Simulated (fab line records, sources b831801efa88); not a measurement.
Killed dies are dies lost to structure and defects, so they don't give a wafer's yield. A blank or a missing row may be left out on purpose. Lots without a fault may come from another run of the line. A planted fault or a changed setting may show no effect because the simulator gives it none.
fab line records | flow gf180mcu
record lots=5 wafers=15 last_day=33
route steps=602 shown V2@407 M3@409 V3@429
lots that met no fault: from a run of the same line without faults
start_h: hours from the record's first day to the start of the lot's first wafer shown | wait_h: hours since the lot's step before | " the same as in the row above | L1.1+2: a row that stands for several wafers | - no value, or no start given | * or withheld: withheld | < > ~ a bound
route shown NAME@n: a module of which the file shows steps, and the number in the route of the first | usual: mean/standard deviation of fault-free wafers | same: alike in all rows | chamber/n: place in a boat | sites: the reading at each site | _std_site: their standard deviation | _edge_site: outer sites' mean less inner sites' | radius_mm: how far each site lies from the wafer's centre | mask NAME#n: copy n | behind: the tool/chamber that last shaped the wafer | hold: why the lot was held/for how many hours/how that ended | device: the transistor (n, p or np) that didn't switch | end of line: the same wafers' tests at the end of the route | a step without rows: its recipe alone | killed: dies lost to structure and defects at the first sort, not the wafer's yield | map: a wafer's dies, x killed, . not, _ none there
set.NAME: the setting as run; set.NAME@STEP: as run at that earlier step | model.NAME: the simulator's own value behind a step, which no gauge read
lots at some steps of the route; a table a step, a row a wafer
services: from which hour (start_h, from the record's first day; less than 0 if before it) a tool's chamber was out of use, for how many hours, and why
## steps
# step GF_V2_THK_MEAS_25
# recipe thk_meas_gauge=xrf reads=W_of_V2_CVD_23
# usual V2_W_THK=333/5.4
# columns lot.wafer tool chamber start_h wait_h V2_W_THK[nm]
L076.1 film_metro-04 - 479.44 0.1 335
L076.2 " - " " 332
L076.5 " - " " 335
L075.2 film_metro-01 - 480.61 0.1 329
L075.3 " - " " 335
L075.4 " - " " 343
L078.1 film_metro-01 - 511.95 0.1 330
L078.3 " - " " 337
L078.6 " - " " 334
L086.1 film_metro-02 - 571.69 0.1 328
L086.2 " - " " 332
L086.4 " - " " 328
L091.1 film_metro-02 - 611.77 0.1 326
L091.2 " - " " 336
L091.6 " - " " 336
# step GF_V2_CMP_26
# recipe stop_on=SiO2 down_force_psi=3.5 platen_rpm=60 t_overpolish_s=15 target_thk_nm=0 pad_velocity_m_s=0.94248
# usual motor_current_A=11.4/0.79 overpolish_run_s=14.999/0.0094 time_to_endpoint_s=82/3.2
# columns lot.wafer tool chamber start_h wait_h motor_current_A overpolish_run_s time_to_endpoint_s
L076.1 cmp-02 0 479.55 0.1 11.6 15.015 80
L076.2 " 1 " " 12.6 14.987 80
L076.5 " 0 " " 12.0 14.990 80
L075.4 cmp-02 1 480.66 0.0 12.8 14.996 85
L075.2 " 2 " " 11.7 15.006 81
L075.3 " 0 " " 11.4 15.010 83
L078.3 cmp-01 0 512.11 0.1 9.8 14.992 80
L078.1 " 1 " " 11.2 14.997 82
L078.6 " 2 " " 12.3 15.013 78
L086.2 cmp-02 1 572.10 0.4 13.3 14.995 90
L086.1 " 3 " " 11.0 14.988 87
L086.4 " 0 " " 11.5 15.001 84
L091.1 cmp-01 2 611.83 0.1 12.3 15.005 75
L091.2 " 3 " " 10.8 14.993 80
L091.6 " 3 " " 10.7 14.981 76
# step GF_M3_SPUTTER_00
# recipe material=Ti target_thk_nm=37.5 arriving_ion_energy_ev=80 substrate_temp_c=200 chamber_pressure_pa=2 power_w=4000 time_s=150
# usual throttle_valve_pct=29.9/1.1
# columns lot.wafer tool chamber start_h wait_h throttle_valve_pct
L076.1 pvd_sputter-01 - 479.80 0.2 31.2
L076.2 " - " " 29.2
L076.5 " - " " 31.2
L075.2 pvd_sputter-01 - 480.96 0.2 29.7
L075.3 " - " " 29.1
L075.4 " - " " 31.1
L078.1 pvd_sputter-01 - 512.31 0.1 29.2
L078.3 " - " " 29.2
L078.6 " - " " 31.0
L086.1 pvd_sputter-04 - 572.40 0.1 28.3
L086.2 " - " " 32.0
L086.4 " - " " 30.3
L091.1 pvd_sputter-02 - 612.13 0.2 28.5
L091.2 " - " " 30.2
L091.6 " - " " 30.4
# step GF_M3_SPUTTER_01
# recipe material=TiN target_thk_nm=30 power_w=6500 time_s=25 chamber_pressure_pa=0.4
# usual throttle_valve_pct=30.0/1.1
# columns lot.wafer tool chamber start_h wait_h throttle_valve_pct
L076.1 pvd_sputter-01 - 479.90 0.1 30.8
L076.2 " - " " 29.5
L076.5 " - " " 31.3
L075.2 pvd_sputter-01 - 481.06 0.1 29.9
L075.3 " - " " 29.2
L075.4 " - " " 31.3
L078.1 pvd_sputter-01 - 512.41 0.1 29.2
L078.3 " - " " 29.2
L078.6 " - " " 31.2
L086.1 pvd_sputter-04 - 572.50 0.1 28.6
L086.2 " - " " 32.0
L086.4 " - " " 30.4
L091.1 pvd_sputter-02 - 612.23 0.1 28.8
L091.2 " - " " 30.5
L091.6 " - " " 30.2
# step GF_M3_SPUTTER_02
# recipe material=AlCu target_thk_nm=450 power_w=10600 time_s=23.9 chamber_pressure_pa=0.4
# usual throttle_valve_pct=30.0/1.1
# columns lot.wafer tool chamber start_h wait_h throttle_valve_pct
L076.1 pvd_sputter-01 - 479.93 0.0 31.2
L076.2 " - " " 29.2
L076.5 " - " " 31.0
L075.2 pvd_sputter-01 - 481.09 0.0 29.9
L075.3 " - " " 29.3
L075.4 " - " " 31.3
L078.1 pvd_sputter-01 - 512.44 0.0 29.0
L078.3 " - " " 29.4
L078.6 " - " " 31.4
L086.1 pvd_sputter-04 - 572.53 0.0 28.4
L086.2 " - " " 31.9
L086.4 " - " " 30.4
L091.1 pvd_sputter-02 - 612.26 0.0 28.5
L091.2 " - " " 30.5
L091.6 " - " " 30.5
# step GF_M3_SPUTTER_03
# recipe material=Ti target_thk_nm=10 substrate_temp_c=300 chamber_pressure_pa=0.3 power_w=3000 time_s=6.7
# usual throttle_valve_pct=29.9/1.1
# columns lot.wafer tool chamber start_h wait_h throttle_valve_pct
L076.1 pvd_sputter-01 - 479.96 0.0 31.1
L076.2 " - " " 29.3
L076.5 " - " " 31.2
L075.2 pvd_sputter-01 - 481.12 0.0 29.5
L075.3 " - " " 29.1
L075.4 " - " " 31.2
L078.1 pvd_sputter-01 - 512.47 0.0 29.3
L078.3 " - " " 29.1
L078.6 " - " " 31.2
L086.1 pvd_sputter-04 - 572.56 0.0 28.5
L086.2 " - " " 31.8
L086.4 " - " " 30.4
L091.1 pvd_sputter-02 - 612.29 0.0 28.4
L091.2 " - " " 30.5
L091.6 " - " " 30.8
# step GF_M3_SPUTTER_04
# recipe material=TiN target_thk_nm=50 power_w=6500 time_s=41.7 chamber_pressure_pa=0.4
# usual throttle_valve_pct=29.9/1.1
# columns lot.wafer tool chamber start_h wait_h throttle_valve_pct
L076.1 pvd_sputter-01 - 479.98 0.0 31.1
L076.2 " - " " 29.1
L076.5 " - " " 31.1
L075.2 pvd_sputter-01 - 481.14 0.0 29.6
L075.3 " - " " 29.1
L075.4 " - " " 31.2
L078.1 pvd_sputter-01 - 512.49 0.0 29.1
L078.3 " - " " 29.1
L078.6 " - " " 31.0
L086.1 pvd_sputter-04 - 572.58 0.0 28.1
L086.2 " - " " 31.8
L086.4 " - " " 30.4
L091.1 pvd_sputter-02 - 612.31 0.0 28.3
L091.2 " - " " 30.3
L091.6 " - " " 30.5
# step GF_M3_RS_MEAS_05
# recipe thk_meas_gauge=four-point-probe reads=TiN_of_M3_SPUTTER_04+Ti_of_M3_SPUTTER_03+AlCu_of_M3_SPUTTER_02+TiN_of_M3_SPUTTER_01+Ti_of_M3_SPUTTER_00
# usual M3_ALCU_RS=0.0699/0.00056
# columns lot.wafer tool chamber start_h wait_h M3_ALCU_RS[ohm/sq]
L076.1 film_metro-01 - 480.02 0.0 0.0691
L076.2 " - " " 0.0706
L076.5 " - " " 0.0696
L075.2 film_metro-03 - 481.20 0.0 0.0690
L075.3 " - " " 0.0694
L075.4 " - " " 0.0683
L078.1 film_metro-03 - 512.53 0.0 0.0712
L078.3 " - " " 0.0694
L078.6 " - " " 0.0693
L086.1 film_metro-01 - 572.62 0.0 0.0698
L086.2 " - " " 0.0702
L086.4 " - " " 0.0703
L091.1 film_metro-03 - 612.35 0.0 0.0700
L091.2 " - " " 0.0699
L091.6 " - " " 0.0701
# step GF_M3_THK_MEAS_06
# recipe thk_meas_gauge=xrf reads=AlCu_of_M3_SPUTTER_02
# usual M3_ALCU_THK=450/4.5
# columns lot.wafer tool chamber start_h wait_h M3_ALCU_THK[nm]
L076.1 film_metro-01 - 480.14 0.1 454
L076.2 " - " " 446
L076.5 " - " " 449
L075.2 film_metro-03 - 481.31 0.1 458
L075.3 " - " " 456
L075.4 " - " " 464
L078.1 film_metro-03 - 512.65 0.1 444
L078.3 " - " " 454
L078.6 " - " " 456
L086.1 film_metro-01 - 572.74 0.1 451
L086.2 " - " " 450
L086.4 " - " " 445
L091.1 film_metro-03 - 612.47 0.1 450
L091.2 " - " " 453
L091.6 " - " " 451
# step GF_M3_DEHYDRATE_07
# recipe temp_c=200 time_s=60
# usual chill_plate_temp_C=22.98/0.12 resist_line_temp_C=23.00/0.12
# columns lot.wafer tool chamber start_h wait_h chill_plate_temp_C resist_line_temp_C
L076.1 litho_track-02 0 491.43 11.3 22.97 23.11
L076.2 " 0 " " 22.85 22.89
L076.5 " 0 " " 22.96 22.85
L075.2 litho_track-04 0 493.02 11.7 22.89 22.99
L075.3 " 0 " " 23.05 23.08
L075.4 " 0 " " 22.90 23.07
L078.1 litho_track-02 0 523.33 10.7 23.25 22.87
L078.3 " 0 " " 23.09 22.87
L078.6 " 0 " " 23.20 22.96
L086.1 litho_track-04 0 582.39 9.6 23.04 22.98
L086.2 " 0 " " 22.84 23.18
L086.4 " 0 " " 22.88 23.02
L091.1 litho_track-02 0 621.83 9.3 23.02 22.89
L091.2 " 0 " " 23.15 22.91
L091.6 " 0 " " 23.06 22.91
# step GF_M3_HMDS_08
# recipe prime_time_s=60 prime_temp_c=120
# usual chill_plate_temp_C=23.00/0.11 resist_line_temp_C=23.00/0.1
# columns lot.wafer tool chamber start_h wait_h chill_plate_temp_C resist_line_temp_C
L076.1 litho_track-02 0 491.58 0.1 23.17 22.99
L076.2 " 0 " " 23.06 22.91
L076.5 " 0 " " 23.05 22.94
L075.2 litho_track-04 0 493.17 0.1 22.99 22.93
L075.3 " 0 " " 23.14 22.95
L075.4 " 0 " " 23.00 22.97
L078.1 litho_track-02 0 523.48 0.1 22.99 23.00
L078.3 " 0 " " 22.89 22.87
L078.6 " 0 " " 22.98 22.93
L086.1 litho_track-04 0 582.54 0.1 22.85 23.17
L086.2 " 0 " " 22.91 23.16
L086.4 " 0 " " 22.90 23.03
L091.1 litho_track-02 0 621.98 0.1 23.15 22.96
L091.2 " 0 " " 22.99 23.02
L091.6 " 0 " " 22.95 22.99
# step GF_M3_COAT_09
# recipe resist=KrF spin_rpm=withheld resist_thk_nm=1000
# usual chill_plate_temp_C=23.00/0.11 resist_line_temp_C=23.01/0.1
# columns lot.wafer tool chamber start_h wait_h chill_plate_temp_C resist_line_temp_C
L076.1 litho_track-02 0 491.73 0.1 22.95 23.01
L076.2 " 0 " " 23.09 23.24
L076.5 " 0 " " 23.00 23.03
L075.2 litho_track-04 0 493.32 0.1 22.85 23.09
L075.3 " 0 " " 22.93 23.07
L075.4 " 0 " " 23.02 23.11
L078.1 litho_track-02 0 523.63 0.1 23.04 23.20
L078.3 " 0 " " 23.00 23.04
L078.6 " 0 " " 23.17 22.93
L086.1 litho_track-04 0 582.69 0.1 22.89 23.07
L086.2 " 0 " " 23.04 22.86
L086.4 " 0 " " 23.09 23.12
L091.1 litho_track-02 0 622.13 0.1 23.23 22.68
L091.2 " 0 " " 23.12 22.85
L091.6 " 0 " " 23.17 23.03
# step GF_M3_SOFTBAKE_10
# recipe temp_c=130 time_s=60 resist=KrF
# usual chill_plate_temp_C=23.02/0.095 resist_line_temp_C=22.98/0.11
# columns lot.wafer tool chamber start_h wait_h chill_plate_temp_C resist_line_temp_C
L076.1 litho_track-02 0 491.88 0.1 23.00 23.11
L076.2 " 0 " " 23.08 23.11
L076.5 " 0 " " 23.11 23.10
L075.2 litho_track-04 0 493.47 0.1 23.07 23.13
L075.3 " 0 " " 22.91 22.94
L075.4 " 0 " " 22.91 23.09
L078.1 litho_track-02 0 523.78 0.1 23.13 23.03
L078.3 " 0 " " 23.03 22.96
L078.6 " 0 " " 23.06 22.94
L086.1 litho_track-04 0 582.84 0.1 22.95 22.91
L086.2 " 0 " " 23.05 23.07
L086.4 " 0 " " 22.98 22.99
L091.1 litho_track-02 0 622.28 0.1 23.06 23.06
L091.2 " 0 " " 23.11 23.15
L091.6 " 0 " " 23.04 22.74
# step GF_M3_EXPOSE_11
# recipe mask_id=Metal3 target_cd_nm=280 na=0.68 source_shape=conventional sigma_outer=0.6 dose_mj=28
# usual reticle_temp_C=23.00/0.11
# columns lot.wafer tool chamber start_h wait_h mask reticle_temp_C
L076.1 krf_scanner-02 0 - - Metal3#0 23.18
L076.2 " 0 " " Metal3#0 23.10
L076.5 " 0 " " Metal3#0 23.12
L075.2 krf_scanner-02 0 - - Metal3#0 23.06
L075.3 " 0 " " Metal3#0 23.09
L075.4 " 0 " " Metal3#0 23.10
L078.1 krf_scanner-02 0 - - Metal3#0 23.19
L078.3 " 0 " " Metal3#0 23.02
L078.6 " 0 " " Metal3#0 22.98
L086.1 krf_scanner-01 0 - - Metal3#0 23.08
L086.2 " 0 " " Metal3#0 23.08
L086.4 " 0 " " Metal3#0 22.95
L091.1 krf_scanner-01 0 - - Metal3#0 22.87
L091.2 " 0 " " Metal3#0 22.88
L091.6 " 0 " " Metal3#0 22.94
# step GF_M3_PEB_12
# recipe peb_temp_c=135 peb_time_s=90 resist=KrF
# usual chill_plate_temp_C=23.00/0.11 resist_line_temp_C=23.01/0.11
# columns lot.wafer tool chamber start_h wait_h chill_plate_temp_C resist_line_temp_C
L076.1 litho_track-01 0 - - 22.93 23.03
L076.2 " 0 " " 23.10 22.98
L076.5 " 0 " " 22.90 23.07
L075.2 litho_track-01 0 - - 22.97 23.15
L075.3 " 0 " " 23.05 23.03
L075.4 " 0 " " 23.00 23.00
L078.1 litho_track-04 0 - - 22.88 22.97
L078.3 " 0 " " 22.85 22.94
L078.6 " 0 " " 22.89 22.86
L086.1 litho_track-01 0 - - 22.96 23.07
L086.2 " 0 " " 22.95 23.10
L086.4 " 0 " " 22.86 23.08
L091.1 litho_track-01 0 - - 23.28 23.09
L091.2 " 0 " " 23.16 23.14
L091.6 " 0 " " 23.05 22.94
# step GF_M3_DEVELOP_13
# recipe develop_time_s=60 dev_temp_c=21
# usual chill_plate_temp_C=22.99/0.11 developer_temp_C=21.02/0.11 resist_line_temp_C=22.97/0.11
# columns lot.wafer tool chamber start_h wait_h chill_plate_temp_C developer_temp_C resist_line_temp_C
L076.1 litho_track-01 0 503.42 0.2 22.90 20.84 22.87
L076.2 " 0 " " 22.95 21.01 23.06
L076.5 " 0 " " 23.06 21.10 23.12
L075.2 litho_track-01 0 504.40 0.2 23.06 21.20 22.72
L075.3 " 0 " " 23.08 21.11 22.89
L075.4 " 0 " " 22.96 21.12 22.80
L078.1 litho_track-04 0 535.50 0.2 23.15 21.13 22.93
L078.3 " 0 " " 23.02 21.20 22.97
L078.6 " 0 " " 23.05 21.22 23.10
L086.1 litho_track-01 0 593.57 0.2 22.84 21.01 23.20
L086.2 " 0 " " 23.00 21.04 22.96
L086.4 " 0 " " 23.05 20.91 22.93
L091.1 litho_track-01 0 633.02 0.2 23.02 21.04 22.96
L091.2 " 0 " " 22.93 20.95 23.16
L091.6 " 0 " " 22.90 21.01 23.04
# step GF_M3_CD_MEAS_14
# recipe target_cd_nm=280
# usual cd_nm=279.7/1.3
# columns lot.wafer tool chamber start_h wait_h cd_nm
L076.1 cd_sem-02 - 503.57 0.1 278.1
L076.2 " - " " 280.5
L076.5 " - " " 279.4
L075.2 cd_sem-01 - 504.54 0.1 280.2
L075.3 " - " " 280.9
L075.4 " - " " 279.3
L078.1 cd_sem-02 - 535.65 0.1 279.0
L078.3 " - " " 280.2
L078.6 " - " " 279.3
L086.1 cd_sem-01 - 593.72 0.1 277.8
L086.2 " - " " 278.8
L086.4 " - " " 279.0
L091.1 cd_sem-02 - 633.17 0.1 281.3
L091.2 " - " " 282.0
L091.6 " - " " 280.9
# step GF_M3_OVL_MEAS_15
# usual M3_OVL=0/4.7
# columns lot.wafer tool chamber start_h wait_h M3_OVL[nm]
L076.1 overlay-02 - 503.69 0.1 0
L076.2 " - " " 3
L076.5 " - " " 6
L075.2 overlay-02 - 504.65 0.1 -2
L075.3 " - " " -1
L075.4 " - " " 1
L078.1 overlay-01 - 535.77 0.1 6
L078.3 " - " " 8
L078.6 " - " " 8
L086.1 overlay-02 - 593.84 0.1 0
L086.2 " - " " 4
L086.4 " - " " 8
L091.1 overlay-02 - 633.29 0.1 -1
L091.2 " - " " -9
L091.6 " - " " -3
# step GF_M3_METAL_ETCH_16
# recipe chemistry=Cl2/BCl3 mask_material=KrF target_depth_nm=627.5 stop_on=SiO2 pressure_mtorr=8 icp_w=800 bias_w=140 Cl2_flow_sccm=80 bcl3_flow_sccm=40 time_s=104.6
# usual drypump_motor_current_A=5.9/0.52 oes_product_au=0.970/0.0054 throttle_valve_pct=28.252/0.0099
# columns lot.wafer tool chamber start_h wait_h drypump_motor_current_A oes_product_au rf_hours_counter_h throttle_valve_pct
L076.1 rie_metal-01 0 503.73 0.0 6.2 0.979 12 28.235
L076.2 " 1 " " 6.5 0.967 10 28.259
L076.5 " 1 " " 6.5 0.981 - 28.258
L075.2 rie_metal-03 1 504.68 0.0 5.9 0.972 5 28.242
L075.3 " 0 " " 5.9 0.975 - 28.257
L075.4 " 1 " " 5.9 0.970 - 28.247
L078.1 rie_metal-01 0 535.80 0.0 6.2 0.955 0 28.251
L078.3 " 1 " " 6.5 0.975 - 28.248
L078.6 " 1 " " 6.4 0.973 - 28.253
L086.1 rie_metal-01 1 593.88 0.0 6.5 0.976 1 28.254
L086.2 " 1 " " 6.5 0.967 - 28.242
L086.4 " 1 " " 6.5 0.978 - 28.266
L091.1 rie_metal-01 1 633.33 0.0 6.5 0.961 2 28.258
L091.2 " 0 " " 6.2 0.964 2 28.253
L091.6 " 0 " " 6.2 0.975 - 28.270
# step GF_M3_STRIP_17
# recipe chemistry=O2/N2 power_w=1400 pressure_mtorr=1500 platen_temp_c=250 o2_flow_sccm=3000 n2_flow_sccm=300 overash_fraction=0.5
# usual drypump_motor_current_A=5.6/0.45 heater_power_w=324/14 oes_product_au=0.558/0.005 strip_time_to_endpoint_s=7.88/0.045
# columns lot.wafer tool chamber start_h wait_h drypump_motor_current_A heater_power_w oes_product_au rf_hours_counter_h strip_time_to_endpoint_s
L076.1 plasma_asher-03 1 503.84 0.1 5.5 309 0.553 89 7.84
L076.2 " 0 " " 6.0 345 0.553 89 7.87
L076.5 " 0 " " 6.0 349 0.560 - 7.87
L075.2 plasma_asher-04 1 504.79 0.1 4.8 316 0.542 72 7.89
L075.3 " 0 " " 6.1 329 0.565 - 7.87
L075.4 " 1 " " 4.8 317 0.557 - 7.90
L078.1 plasma_asher-03 1 535.95 0.1 5.5 333 0.563 93 7.84
L078.3 " 1 " " 5.5 319 0.558 - 7.85
L078.6 " 0 " " 6.0 348 0.563 - 7.86
L086.1 plasma_asher-02 0 594.10 0.2 5.2 332 0.563 52 7.85
L086.2 " 1 " " 5.9 305 0.557 52 7.85
L086.4 " 0 " " 5.2 329 0.564 - 7.87
L091.1 plasma_asher-03 0 633.44 0.1 6.0 353 0.556 104 7.85
L091.2 " 1 " " 5.5 321 0.565 104 7.93
L091.6 " 0 " " 6.0 353 0.569 - 7.92
# step GF_M3_STRIP_18
# recipe chemistry=post_etch_residue_remover time_s=1200 temp_c=72.5
# usual bath_guard_temp_C=72.5/0.53
# columns lot.wafer tool chamber start_h wait_h bath_guard_temp_C
L076.1 wet_bench-01 1 503.94 0.1 71.5
L076.2 " 1 " " 71.6
L076.5 " 1 " " 71.5
L075.2 wet_bench-02 0 504.89 0.1 73.0
L075.3 " 0 " " 73.2
L075.4 " 0 " " 73.0
L078.1 wet_bench-01 1 536.05 0.1 71.5
L078.3 " 1 " " 71.6
L078.6 " 1 " " 71.8
L086.1 wet_bench-04 1 594.20 0.1 71.9
L086.2 " 1 " " 72.2
L086.4 " 1 " " 72.0
L091.1 wet_bench-04 2 633.54 0.1 72.5
L091.2 " 2 " " 72.3
L091.6 " 2 " " 72.7
# step GF_M3_CLEAN_19
# recipe chemistry=DIW dry=n2_spin
# columns lot.wafer tool chamber start_h wait_h
L076.1+2+5 wet_bench-04 2 504.28 0.0
L075.2+3+4 wet_bench-01 3 505.23 0.0
L078.1+3+6 wet_bench-02 1 536.39 0.0
L086.1+2+4 wet_bench-02 2 594.54 0.0
L091.1+2+6 wet_bench-01 1 633.88 0.0
# step GF_V3_CVD_00
# recipe material=SiO2 target_thk_nm=600 sigma_open_frac=0.3 temp_c=400 time_s=100 sih4_flow_sccm=60 pressure_mtorr=6
# usual sih4_flow_sccm=60.02/0.2
# columns lot.wafer tool chamber start_h wait_h sih4_flow_sccm
L076.1 hdpcvd-01 1 504.38 0.0 60.09
L076.2 " 2 " " 59.98
L076.5 " 1 " " 59.91
L075.2 hdpcvd-02 2 505.33 0.0 60.06
L075.3 " 1 " " 60.00
L075.4 " 1 " " 60.05
L078.1 hdpcvd-01 0 536.49 0.0 60.03
L078.3 " 0 " " 59.99
L078.6 " 0 " " 59.91
L086.1 hdpcvd-02 2 594.64 0.0 59.81
L086.2 " 0 " " 60.29
L086.4 " 1 " " 59.88
L091.1 hdpcvd-02 1 633.97 0.0 60.10
L091.2 " 0 " " 60.13
L091.6 " 2 " " 60.13
# step GF_V3_THK_MEAS_01
# recipe reads=SiO2_of_V3_CVD_00
# usual V3_CVD_00_THK=605/5.4
# columns lot.wafer tool chamber start_h wait_h V3_CVD_00_THK[nm]
L076.1 film_metro-03 - 504.45 0.0 598
L076.2 " - " " 601
L076.5 " - " " 593
L075.2 film_metro-03 - 505.41 0.0 600
L075.3 " - " " 598
L075.4 " - " " 602
L078.1 film_metro-01 - 536.60 0.1 600
L078.3 " - " " 606
L078.6 " - " " 610
L086.1 film_metro-01 - 594.71 0.0 606
L086.2 " - " " 615
L086.4 " - " " 604
L091.1 film_metro-03 - 634.05 0.0 605
L091.2 " - " " 603
L091.6 " - " " 607
# step GF_V3_CVD_02
# recipe material=SiO2 target_thk_nm=850 precursor=TEOS temp_c=400 time_s=94.851 rf_w=600
# usual heater_power_w=638/97
# columns lot.wafer tool chamber start_h wait_h heater_power_w since_wet_clean_h
L076.1 pecvd-04 0 504.51 0.1 711 538
L076.2 " 1 " " 757 538
L076.5 " 0 " " 577 -
L075.2 pecvd-03 2 505.46 0.0 663 747
L075.3 " 1 " " 562 -
L075.4 " 2 " " 703 -
L078.1 pecvd-03 2 536.66 0.1 770 779
L078.3 " 1 " " 570 779
L078.6 " 2 " " 607 -
L086.1 pecvd-04 1 594.77 0.1 758 628
L086.2 " 2 " " 777 628
L086.4 " 1 " " 602 -
L091.1 pecvd-02 0 634.11 0.1 592 251
L091.2 " 1 " " 586 251
L091.6 " 0 " " 665 -
# step GF_V3_THK_MEAS_03
# recipe reads=SiO2_of_V3_CVD_02
# usual V3_CVD_02_THK=850/12
# columns lot.wafer tool chamber start_h wait_h V3_CVD_02_THK[nm]
L076.1 film_metro-04 - 504.58 0.0 851
L076.2 " - " " 833
L076.5 " - " " 850
L075.2 film_metro-01 - 505.57 0.1 859
L075.3 " - " " 852
L075.4 " - " " 859
L078.1 film_metro-04 - 536.73 0.0 851
L078.3 " - " " 839
L078.6 " - " " 853
L086.1 film_metro-03 - 594.84 0.0 857
L086.2 " - " " 853
L086.4 " - " " 856
L091.1 film_metro-01 - 634.18 0.0 843
L091.2 " - " " 839
L091.6 " - " " 854
# step GF_V3_CMP_04
# recipe material=SiO2 down_force_psi=4 platen_rpm=60 pad_velocity_m_s=0.94248
# usual motor_current_A=12.5/0.86 time_to_endpoint_s=77/4.7
# columns lot.wafer tool chamber start_h wait_h motor_current_A time_to_endpoint_s
L076.1 cmp-02 1 504.69 0.1 13.5 77
L076.2 " 3 " " 12.6 71
L076.5 " 0 " " 12.5 75
L075.2 cmp-02 0 505.67 0.1 13.0 84
L075.3 " 1 " " 13.4 80
L075.4 " 2 " " 12.0 80
L078.1 cmp-02 3 536.79 0.1 12.8 81
L078.3 " 2 " " 12.6 72
L078.6 " 3 " " 13.4 82
L086.4 cmp-01 3 594.90 0.0 12.1 76
L086.2 " 0 " " 10.7 75
L086.1 " 1 " " 12.3 83
L091.1 cmp-01 2 634.24 0.1 13.1 70
L091.2 " 0 " " 10.8 72
L091.6 " 3 " " 12.0 75
# step GF_V3_BOW_MEAS_05
# recipe mode=bow
# usual V3_BOW=117/9.2
# columns lot.wafer tool chamber start_h wait_h V3_BOW[um]
L076.1 film_metro-03 - 504.94 0.2 134
L076.2 " - " " 129
L076.5 " - " " 131
L075.2 film_metro-03 - 505.94 0.2 122
L075.3 " - " " 120
L075.4 " - " " 118
L078.1 film_metro-03 - 537.09 0.2 125
L078.3 " - " " 118
L078.6 " - " " 121
L086.1 film_metro-01 - 595.20 0.1 98
L086.2 " - " " 122
L086.4 " - " " 113
L091.1 film_metro-03 - 634.54 0.2 110
L091.2 " - " " 120
L091.6 " - " " 115
# step GF_V3_DEHYDRATE_06
# recipe temp_c=200 time_s=60
# usual chill_plate_temp_C=22.99/0.1 resist_line_temp_C=22.98/0.11
# columns lot.wafer tool chamber start_h wait_h chill_plate_temp_C resist_line_temp_C
L076.1 litho_track-04 0 516.30 11.3 23.05 22.83
L076.2 " 0 " " 23.01 22.94
L076.5 " 0 " " 22.91 22.94
L075.2 litho_track-01 0 517.55 11.6 23.03 23.00
L075.3 " 0 " " 23.09 22.86
L075.4 " 0 " " 22.99 22.95
L078.1 litho_track-03 0 547.94 10.8 22.97 22.97
L078.3 " 0 " " 22.89 22.92
L078.6 " 0 " " 23.09 22.93
L086.1 litho_track-01 0 605.07 9.9 23.02 22.98
L086.2 " 0 " " 22.94 22.84
L086.4 " 0 " " 22.96 23.10
L091.1 litho_track-01 0 643.37 8.8 23.03 23.11
L091.2 " 0 " " 22.93 23.04
L091.6 " 0 " " 22.88 22.99
# step GF_V3_HMDS_07
# recipe prime_time_s=60 prime_temp_c=120
# usual chill_plate_temp_C=22.98/0.11 resist_line_temp_C=23.01/0.11
# columns lot.wafer tool chamber start_h wait_h chill_plate_temp_C resist_line_temp_C
L076.1 litho_track-04 0 516.45 0.1 23.11 22.94
L076.2 " 0 " " 22.98 22.99
L076.5 " 0 " " 22.93 23.09
L075.2 litho_track-01 0 517.70 0.1 22.90 22.88
L075.3 " 0 " " 22.93 22.81
L075.4 " 0 " " 22.93 22.88
L078.1 litho_track-03 0 548.09 0.1 23.06 22.84
L078.3 " 0 " " 22.88 22.86
L078.6 " 0 " " 22.90 22.87
L086.1 litho_track-01 0 605.22 0.1 22.98 23.17
L086.2 " 0 " " 23.09 23.01
L086.4 " 0 " " 23.10 23.04
L091.1 litho_track-01 0 643.52 0.1 22.97 23.00
L091.2 " 0 " " 22.99 23.09
L091.6 " 0 " " 23.07 23.12
# step GF_V3_COAT_08
# recipe resist=BARC temp_c=withheld time_s=withheld spin_rpm=withheld resist_thk_nm=withheld
# usual chill_plate_temp_C=* resist_line_temp_C=*
# columns lot.wafer tool chamber start_h wait_h chill_plate_temp_C resist_line_temp_C
L076.1 litho_track-04 0 516.60 0.1 * *
L076.2 " 0 " " * *
L076.5 " 0 " " * *
L075.2 litho_track-01 0 517.85 0.1 * *
L075.3 " 0 " " * *
L075.4 " 0 " " * *
L078.1 litho_track-03 0 548.24 0.1 * *
L078.3 " 0 " " * *
L078.6 " 0 " " * *
L086.1 litho_track-01 0 605.37 0.1 * *
L086.2 " 0 " " * *
L086.4 " 0 " " * *
L091.1 litho_track-01 0 643.67 0.1 * *
L091.2 " 0 " " * *
L091.6 " 0 " " * *
# step GF_V3_COAT_09
# recipe resist=KrF spin_rpm=withheld resist_thk_nm=1000
# usual chill_plate_temp_C=23.00/0.11 resist_line_temp_C=22.99/0.11
# columns lot.wafer tool chamber start_h wait_h chill_plate_temp_C resist_line_temp_C
L076.1 litho_track-04 0 - - 23.12 23.25
L076.2 " 0 " " 22.98 23.16
L076.5 " 0 " " 22.97 23.11
L075.2 litho_track-01 0 - - 22.94 22.93
L075.3 " 0 " " 23.01 22.98
L075.4 " 0 " " 22.98 22.99
L078.1 litho_track-03 0 - - 22.78 22.98
L078.3 " 0 " " 22.86 23.06
L078.6 " 0 " " 22.80 22.91
L086.1 litho_track-01 0 - - 23.01 22.98
L086.2 " 0 " " 22.96 22.91
L086.4 " 0 " " 22.99 22.96
L091.1 litho_track-01 0 - - 23.07 22.99
L091.2 " 0 " " 22.98 23.06
L091.6 " 0 " " 22.91 23.00
## services
# columns tool chamber start_h hours kind
krf_scanner-02 - 463.32 3.6 pm
krf_scanner-01 - 470.12 3.6 pm
pvd_sputter-02 - 473.15 14.5 repair
krf_scanner-01 - 473.68 36.0 pm
krf_scanner-02 - 475.30 3.2 repair
pecvd-03 0 476.00 30.7 repair
cmp-01 - 480.90 3.2 pm
cmp-02 - 496.59 3.4 repair
pvd_sputter-01 - 505.14 5.0 repair
hdpcvd-01 - 519.00 6.0 pm
krf_scanner-01 - 520.83 1.3 pm
hdpcvd-02 - 533.11 1.6 repair
cmp-01 - 533.94 0.7 repair
hdpcvd-02 - 539.25 15.0 pm
krf_scanner-02 - 541.94 1.0 pm
cmp-02 - 542.34 1.9 repair
krf_scanner-02 - 560.09 2.2 repair
pvd_sputter-02 - 565.14 2.4 repair
cmp-01 - 572.44 4.0 pm
hdpcvd-02 - 572.49 12.1 repair
rie_metal-01 0 578.53 20.6 repair
krf_scanner-02 - 610.27 0.8 pm
krf_scanner-02 - 613.99 1.3 pm
krf_scanner-02 - 630.45 3.4 repair
## key
fault none
